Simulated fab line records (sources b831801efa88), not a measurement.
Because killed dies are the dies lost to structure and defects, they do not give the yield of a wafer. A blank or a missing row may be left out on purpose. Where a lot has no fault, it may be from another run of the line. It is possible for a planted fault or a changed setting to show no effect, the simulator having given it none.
One fault through the eyes of 2 desks -- flow sky130 -- only its own numbers are on each desk; what lay behind them is given at the end

TOOL OWNER'S DESK, implanter-02
The tool's own readings at SKY_PWDE_IMPLANT_08, given as means over the sampled wafers that have a number, one for each lot that went through this tool. A lot is out of limits, marked OUT, if its mean lies more than 4 standard deviations from the usual mean; the brackets give that distance.
Columns: A = beam_energy_keV at SKY_PWDE_IMPLANT_08, usual 150.00; B = beam_on_s at SKY_PWDE_IMPLANT_08, usual 10.01 s; C = faraday_current_uA at SKY_PWDE_IMPLANT_08, usual 20.3
lot,first seen here,A,B,C
L547,day 4 04:47,150.04,10.13,20.0
L550,day 5 14:02,150.03,9.88,20.6
L560,day 7 05:42,150.03,13.52 (+17) OUT,15.0 (-13) OUT
L562,day 7 13:16,149.97,13.70 (+18) OUT,14.8 (-13) OUT
This desk's verdict: out of limits on L560, L562, starting with L560 at day 7 05:42 (beam_on_s at SKY_PWDE_IMPLANT_08). In limits: L547, L550.

AT THE METROLOGY DESK
Means of the sampled wafers that have a number, per lot and without regard to the tool the lot ran on: this is what the gauges read. A lot is out of limits, marked OUT, if its mean lies more than 4 standard deviations from the usual mean; the brackets give that distance.
Columns: A = PWDE_TW at SKY_PWDE_TW_MEAS_10, usual 376.1; B = PWDE_RS at SKY_NWELL_RS_MEAS_31, usual 5274 ohm/sq
lot,first seen here,A,B
L547,day 4 05:00,377.8,5247
L548,day 5 02:02,375.0,5264
L549,day 5 02:04,377.6,5264
L550,day 5 14:15,372.7,5254
L551,day 5 14:35,378.3,5254
L554,day 5 22:50,374.7,5286
L560,day 7 05:56,412.1 (+13) OUT,4128 (-67) OUT
L562,day 7 13:28,415.1 (+14) OUT,4138 (-67) OUT
L563,day 7 19:37,376.5,5276
L568,day 9 03:06,369.5,5291
L569,day 9 09:53,377.3,5273
Finding of this desk: L560, L562 out of limits, first seen on L560 at day 7 05:56 (PWDE_TW at SKY_PWDE_TW_MEAS_10). In limits: L547, L548, L549, L550, L551, L554, L563, L568, L569.

PUT TOGETHER
On L560, L562, at day 7 05:42, an alarm was possible from the tool owner's desk.
Metrology desk: alarm possible at day 7 05:56 on L560, L562.
SKY_PWDE_IMPLANT_08 was run on implanter-02 by each of the lots named.

WHAT THE SIMULATOR PUT IN
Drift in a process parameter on implanter-02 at SKY_PWDE_IMPLANT_08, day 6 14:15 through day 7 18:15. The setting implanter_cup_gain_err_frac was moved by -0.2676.
Shown lots that were struck: L560, L562.
Fault start to first reading out of limits, in hours, per desk: tool owner, 15; metrology, 16.
